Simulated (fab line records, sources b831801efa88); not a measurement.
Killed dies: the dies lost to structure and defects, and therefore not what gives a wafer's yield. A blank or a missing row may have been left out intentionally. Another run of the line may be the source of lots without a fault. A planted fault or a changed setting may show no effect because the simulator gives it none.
Check for tools in common | flow sky130 | Sampled: 14 lots, 48 wafers

== WHY IT WAS OPENED ==
SKY_DNWELL_TW_MEAS_09, reading DNWELL_TW: flagged on 2 of 14 lots. No-fault wafers: 1114, standard deviation 6.2.
Rule: a lot gets a flag if all its wafers with a number sit over 4 standard deviations from that mean, or if no wafer of it has a number. As for the other lots, they are considered sound.

lot  | measured    | on            | DNWELL_TW, wafer by wafer | flag
L336 | day 3 05:29 | film_metro-01 | 1112 1109 1108            |
L337 | day 3 08:56 | film_metro-01 | 1108 1109 1113            |
L339 | day 3 17:40 | film_metro-03 | 1117 1118 1115            |
L341 | day 4 10:13 | film_metro-02 | 1114 1103 1106            |
L342 | day 4 14:58 | film_metro-03 | 1118 1117 1118            |
L343 | day 4 19:16 | film_metro-03 | 1123 1116 1121            |
L345 | day 5 04:20 | film_metro-01 | 1111 1109 1108            |
L348 | day 5 20:00 | film_metro-03 | 30 30 30 30 30 30         | FLAGGED
L349 | day 6 02:01 | film_metro-03 | 30 30 30 30 30 30         | FLAGGED
L354 | day 7 06:40 | film_metro-01 | 1110 1109 1109            |
L355 | day 7 09:40 | film_metro-03 | 1118 1115 1110            |
L356 | day 7 15:25 | film_metro-02 | 1118 1120 1113            |
L359 | day 8 08:47 | film_metro-01 | 1113 1118 1111            |
L358 | day 8 09:11 | film_metro-01 | 1119 1118 1113            |
The numbers of the flagged lots are 30 on average: -1084 against the usual, or -99 or more standard deviations.

== WHICH TOOL RAN EACH LOT ==
The record holds 1 process step before the reading, out of a route of 708 steps. Each cell gives the tool, then ch followed by the chambers the sampled wafers passed through, then the start.
lot  | flag    | SKY_DNWELL_DEVELOP_06
L336 |         | litho_track-03 ch 0, day 3 05:00
L337 |         | litho_track-02 ch 0, day 3 08:00
L339 |         | litho_track-04 ch 0, day 3 17:00
L341 |         | litho_track-03 ch 0, day 4 09:00
L342 |         | litho_track-04 ch 0, day 4 14:00
L343 |         | litho_track-04 ch 0, day 4 18:00
L345 |         | litho_track-03 ch 0, day 5 03:00
L348 | FLAGGED | litho_track-03, day 5 19:00
L349 | FLAGGED | litho_track-04, day 6 01:00
L354 |         | litho_track-02 ch 0, day 7 06:00
L355 |         | litho_track-04 ch 0, day 7 09:00
L356 |         | litho_track-02 ch 0, day 7 15:00
L359 |         | litho_track-03 ch 0, day 8 08:00
L358 |         | litho_track-02 ch 0, day 8 08:00
What these steps do:
- SKY_DNWELL_DEVELOP_06: develop time 60 s.
- SKY_DNWELL_TW_MEAS_09

== FLAGGED AGAINST TOTAL, ONE TOOL AT A TIME (gauges that did the reading follow at the end) ==
step                  | tool           | lots run | flagged | share of the flagged lots | sound lots run after its first flagged lot
SKY_DNWELL_DEVELOP_06 | litho_track-02 | 4        | 0       | none                      | -
SKY_DNWELL_DEVELOP_06 | litho_track-03 | 5        | 1       | some                      | 1 (L359)
SKY_DNWELL_DEVELOP_06 | litho_track-04 | 5        | 1       | some                      | 1 (L355)
SKY_DNWELL_TW_MEAS_09 | film_metro-01  | 6        | 0       | none                      | -
SKY_DNWELL_TW_MEAS_09 | film_metro-02  | 2        | 0       | none                      | -
SKY_DNWELL_TW_MEAS_09 | film_metro-03  | 6        | 2       | all                       | 1 (L355)

== WHAT THE TABLE PERMITS ==
1 row of the table ran every flagged lot: film_metro-03 at SKY_DNWELL_TW_MEAS_09.
- film_metro-03 at SKY_DNWELL_TW_MEAS_09: 2 of its 6 lots flagged. Sound lots ran on it after the first flagged one (L355), which a lasting fault on the whole tool wouldn't allow.
There is no row in the table that ran each flagged lot and no sound lot after the first.

== WHAT WAS PUT IN BY THE SIMULATOR ==
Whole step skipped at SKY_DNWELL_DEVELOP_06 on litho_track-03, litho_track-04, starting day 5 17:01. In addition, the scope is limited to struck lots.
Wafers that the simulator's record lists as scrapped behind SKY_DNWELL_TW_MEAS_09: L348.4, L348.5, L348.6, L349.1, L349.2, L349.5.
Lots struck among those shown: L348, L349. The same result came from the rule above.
